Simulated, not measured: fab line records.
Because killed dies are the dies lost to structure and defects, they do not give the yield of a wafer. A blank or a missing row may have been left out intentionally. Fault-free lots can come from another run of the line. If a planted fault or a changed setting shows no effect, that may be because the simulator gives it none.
What tool caused it? ; flow gf180mcu ; 33 wafers from 11 lots sampled at 6 of the route's 602 steps

## WHAT EACH GAUGE READ, for each wafer
GF_V1_THK_MEAS_01. Usual: V1_CVD_00_THK 601 nm, standard deviation 4.9.
lot;measured;on;V1_CVD_00_THK (nm);flag
L574;day 17 12:16;film_metro-04;602 602 607;
L575;day 17 21:26;film_metro-04;601 610 602;
L576;day 18 05:35;film_metro-03;604 607 599;
L578;day 19 05:29;film_metro-04;595 600 600;
L580;day 19 23:02;film_metro-03;601 595 599;
L586;day 22 03:01;film_metro-03;600 600 604;
L588;day 22 19:43;film_metro-04;601 604 604;
L590;day 23 07:55;film_metro-02;606 603 600;
L591;day 23 18:04;film_metro-03;596 598 600;
L592;day 24 00:43;film_metro-04;590 601 595;
L594;day 24 18:55;film_metro-04;605 594 595;

GF_M2_RS_MEAS_05: uses a four-point probe to measure. Usual: M2_ALCU_RS 0.0693 ohm/sq, standard deviation 0.00074.
lot;measured;on;M2_ALCU_RS (ohm/sq);flag
L574;day 18 14:49;film_metro-02;0.0690 0.0688 0.0685;
L575;day 19 00:14;film_metro-01;0.0714 0.0706 0.0701;
L576;day 19 07:33;film_metro-04;0.0691 0.0694 0.0689;
L578;day 20 07:19;film_metro-01;0.1080 0.1083 0.1071;OFF
L580;day 21 01:07;film_metro-04;0.1057 0.1042 0.1046;OFF
L586;day 23 03:52;film_metro-02;0.0682 0.0690 0.0691;
L588;day 23 20:38;film_metro-01;0.0693 0.0691 0.0690;
L590;day 24 08:35;film_metro-01;0.0706 0.0710 0.0708;
L591;day 24 19:23;film_metro-04;0.0697 0.0690 0.0690;
L592;day 25 00:37;film_metro-02;0.0693 0.0681 0.0695;
L594;day 25 18:08;film_metro-02;0.0693 0.0688 0.0694;

GF_M2_THK_MEAS_06: measures by xrf. Usual: M2_ALCU_THK 441 nm, standard deviation 4.8.
lot;measured;on;M2_ALCU_THK (nm);flag
L574;day 18 14:56;film_metro-02;441 442 444;
L575;day 19 00:22;film_metro-01;430 434 437;
L576;day 19 07:40;film_metro-04;443 441 443;
L578;day 20 07:25;film_metro-01;286 284 288;OFF
L580;day 21 01:13;film_metro-04;288 293 292;OFF
L586;day 23 03:59;film_metro-02;445 439 441;
L588;day 23 20:45;film_metro-01;445 443 447;
L590;day 24 08:43;film_metro-01;433 430 435;
L591;day 24 19:31;film_metro-04;437 443 444;
L592;day 25 00:43;film_metro-02;439 447 438;
L594;day 25 18:15;film_metro-02;441 441 441;

## WHAT TOOL EACH LOT RAN ON (gives the tool, then ch and the chambers of the sampled wafers, and finally the start)
lot;GF_V1_CVD_23;GF_M2_SPUTTER_02;GF_M2_SPUTTER_03
L574;cvd_w-01 ch 0,1, day 18 14:00;pvd_sputter-01, day 18 14:43;pvd_sputter-01, day 18 14:45
L575;cvd_w-01 ch 0, day 18 23:19;pvd_sputter-03, day 19 00:09;pvd_sputter-03, day 19 00:11
L576;cvd_w-02 ch 0, day 19 06:43;pvd_sputter-03, day 19 07:26;pvd_sputter-03, day 19 07:28
L578;cvd_w-02 ch 0,1, day 20 06:30;pvd_sputter-03, day 20 07:11;pvd_sputter-03, day 20 07:13
L580;cvd_w-02 ch 0,1, day 21 00:18;pvd_sputter-03, day 21 00:59;pvd_sputter-03, day 21 01:01
L586;cvd_w-01 ch 0,1, day 23 03:03;pvd_sputter-03, day 23 03:46;pvd_sputter-03, day 23 03:48
L588;cvd_w-02 ch 0,1, day 23 19:49;pvd_sputter-03, day 23 20:32;pvd_sputter-03, day 23 20:34
L590;cvd_w-02 ch 0,1, day 24 07:47;pvd_sputter-02, day 24 08:30;pvd_sputter-02, day 24 08:32
L591;cvd_w-02 ch 0, day 24 18:30;pvd_sputter-03, day 24 19:18;pvd_sputter-03, day 24 19:20
L592;cvd_w-02 ch 0,1, day 24 23:48;pvd_sputter-01, day 25 00:29;pvd_sputter-01, day 25 00:31
L594;cvd_w-01 ch 0,1, day 25 17:19;pvd_sputter-02, day 25 18:02;pvd_sputter-02, day 25 18:04
- GF_V1_CVD_23: deposits W, target thk 350 nm, time 105.05 s.
- GF_M2_SPUTTER_02: material AlCu, target thk 450 nm, time 23.9 s.
- GF_M2_SPUTTER_03: material Ti, target thk 10 nm, time 6.7 s.

## WHAT THE TOOLS THEMSELVES READ (means of the sampled wafers that have a number; where no wafer has one, the mark that the record gives instead)
GF_V1_CVD_23. Usual: heater_power_w 881 W, standard deviation 65; susceptor_temp_C 399.98 C, standard deviation 0.22.
lot;tool;heater_power_w (W);susceptor_temp_C (C);flag
L574;cvd_w-01;837;399.75;
L575;cvd_w-01;826;399.84;
L576;cvd_w-02;1000;400.08;
L578;cvd_w-02;933;399.90;
L580;cvd_w-02;947;400.08;
L586;cvd_w-01;849;399.99;
L588;cvd_w-02;960;400.28;
L590;cvd_w-02;907;399.92;
L591;cvd_w-02;993;399.92;
L592;cvd_w-02;945;400.06;
L594;cvd_w-01;854;399.98;

GF_M2_SPUTTER_02. Usual: throttle_valve_pct reads 30.3 % (standard deviation 0.68).
lot;tool;throttle_valve_pct (%);flag
L574;pvd_sputter-01;29.9;
L575;pvd_sputter-03;30.3;
L576;pvd_sputter-03;30.4;
L578;pvd_sputter-03;30.3;
L580;pvd_sputter-03;30.8;
L586;pvd_sputter-03;30.3;
L588;pvd_sputter-03;30.0;
L590;pvd_sputter-02;30.3;
L591;pvd_sputter-03;31.1;
L592;pvd_sputter-01;29.4;
L594;pvd_sputter-02;30.6;

GF_M2_SPUTTER_03. Usual: throttle_valve_pct reads 30.3 % (standard deviation 0.69).
lot;tool;throttle_valve_pct (%);flag
L574;pvd_sputter-01;29.7;
L575;pvd_sputter-03;30.3;
L576;pvd_sputter-03;30.3;
L578;pvd_sputter-03;30.5;
L580;pvd_sputter-03;30.9;
L586;pvd_sputter-03;30.4;
L588;pvd_sputter-03;30.0;
L590;pvd_sputter-02;30.4;
L591;pvd_sputter-03;31.1;
L592;pvd_sputter-01;29.6;
L594;pvd_sputter-02;30.5;

## THE ANSWER, worked out from the rows above alone
Rule: take the mean of a lot's wafers that have a number; if it is more than 3 standard deviations from the usual mean, the lot is off. A lot without any number at a reading at which 4 lots or more have one is off too. Where the step has rows for the other lots, those lots are counted as sound. After the gauges, taken in route order, come the tools' own readings; for these a lot's mean is taken, as printed above. The first step at which some lot is off is used, and at that step the reading that is off furthest; a lot without a number counts as furthest.
Off: L578, L580, seen at GF_M2_RS_MEAS_05 (M2_ALCU_RS).
A tool fits if, at a process step before that reading, it ran every lot that is off, and no sound lot after the first of them. Gauges at GF_M2_RS_MEAS_05: tried the same way as those tools. No candidate that was tried fits.

## WHAT THE SIMULATOR HAD PUT IN
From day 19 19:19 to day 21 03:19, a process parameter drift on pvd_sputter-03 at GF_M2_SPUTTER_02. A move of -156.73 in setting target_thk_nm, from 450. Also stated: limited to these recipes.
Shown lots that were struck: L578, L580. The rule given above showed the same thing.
